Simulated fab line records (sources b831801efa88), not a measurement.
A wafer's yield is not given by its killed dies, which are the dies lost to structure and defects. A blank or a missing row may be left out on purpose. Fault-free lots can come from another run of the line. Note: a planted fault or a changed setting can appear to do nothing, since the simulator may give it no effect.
A lot that was struck, set against a sound lot / flow sky130 / 14 out of 708 route steps
Sound: these wafers, L498.2, L498.3, L498.5. Wafers struck: L509.1, L509.4, L509.5. The cause is named last.
Per side, at each step with rows, come the tool, then ch with its chambers, and then its first start. Under that, the readings that differ: sound wafers / struck wafers / difference of the means / sigmas: that difference in standard deviations of wafers without a fault.
alike: same words and numbers on both sides, and readings whose means sit less than 2 such deviations apart. not compared: any withheld reading, any reading some wafer has no value for, any bound like >300 that may hide the same value, and any number with overlapping values for which the record gives no deviation.
The two part at a step that has a row with sigmas, a row that says differs or no value, or rows on one side only. Numbers that don't overlap but have no deviation are shown without sigmas and don't part them. A reading that every wafer of one side lacks parts them only if that side has two wafers or more.

first, 5 steps without rows for these wafers: SKY_VIA4_STRIP_13 (strips in O2/N2); SKY_VIA4_STRIP_14 (strips in post etch residue remover, time 1200 s); SKY_VIA4_CLEAN_15 (cleans in IPA, time 180 s); SKY_VIA4_CLEAN_16 (cleans in O3/DIW); SKY_VIA4_SPUTTER_17 (material TiN, target thk 20 nm, time 80 s).
SKY_VIA4_CVD_18: deposits W, target thk 505 nm, time 152.14 s.
  sound on cvd w-01 ch 0,1, day 44 04:31; struck on cvd w-01 ch 1, day 47 08:36
  alike: heater power w, susceptor temp C
SKY_VIA4_RS_MEAS_19: uses a four-point probe to measure.
  sound on film metro-04, day 44 04:41; struck on film metro-01, day 47 08:45
  alike: VIA4_W_RS
SKY_VIA4_THK_MEAS_20: measures by xrf.
  sound on film metro-04, day 44 04:47; struck on film metro-01, day 47 08:52
reading=VIA4_W_THK (nm); sound=503 504 502; struck=515 519 517; difference=+14; sigmas=+2
SKY_VIA4_CMP_21: polishes, stops on SiO2, t overpolish 25 s, target thk 0 nm.
  sound on cmp-02 ch 2,3, day 44 04:50; struck on cmp-01 ch 0,3, day 47 08:56
reading=motor current A (A); sound=13.6 12.1 13.6; struck=10.0 11.1 9.6; difference=-2.9; sigmas=-3
  alike: edge zone pressure frac, overpolish run s, time to endpoint s
then, 1 step without rows for these wafers: SKY_METAL5_SPUTTER_00 (material Ti, target thk 15 nm, time 10 s).
SKY_METAL5_SPUTTER_01: material TiN, target thk 20 nm, time 16.7 s.
  sound on pvd sputter-04, day 44 05:10; struck on pvd sputter-02, day 47 09:15
  alike: throttle valve pct
SKY_METAL5_SPUTTER_02: material AlCu, target thk 1150 nm, time 61.2 s.
  sound on pvd sputter-04, day 44 05:11; struck on pvd sputter-02, day 47 09:17
  alike: throttle valve pct
SKY_METAL5_SPUTTER_03: material Ti, target thk 5 nm, time 3.3 s.
  sound on pvd sputter-04, day 44 05:14; struck on pvd sputter-02, day 47 09:20
reading=model.Ti_of_METAL5_SPUTTER_03.thk nm (nm); sound=5.157 5.063 5.03; struck=7.617 7.567 7.57; difference=+2.501; sigmas=
  alike: throttle valve pct
SKY_METAL5_SPUTTER_04: material TiN, target thk 70 nm, time 58.3 s.
  sound on pvd sputter-04, day 44 05:16; struck on pvd sputter-02, day 47 09:21
  alike: throttle valve pct

WHERE THEY PART
At SKY_VIA4_THK_MEAS_20 first; at SKY_VIA4_CMP_21 last (within this record only). Later steps at which nothing parts them and some readings are alike: SKY_METAL5_SPUTTER_01, SKY_METAL5_SPUTTER_02, SKY_METAL5_SPUTTER_03, SKY_METAL5_SPUTTER_04.

WHY: what the simulator had put in
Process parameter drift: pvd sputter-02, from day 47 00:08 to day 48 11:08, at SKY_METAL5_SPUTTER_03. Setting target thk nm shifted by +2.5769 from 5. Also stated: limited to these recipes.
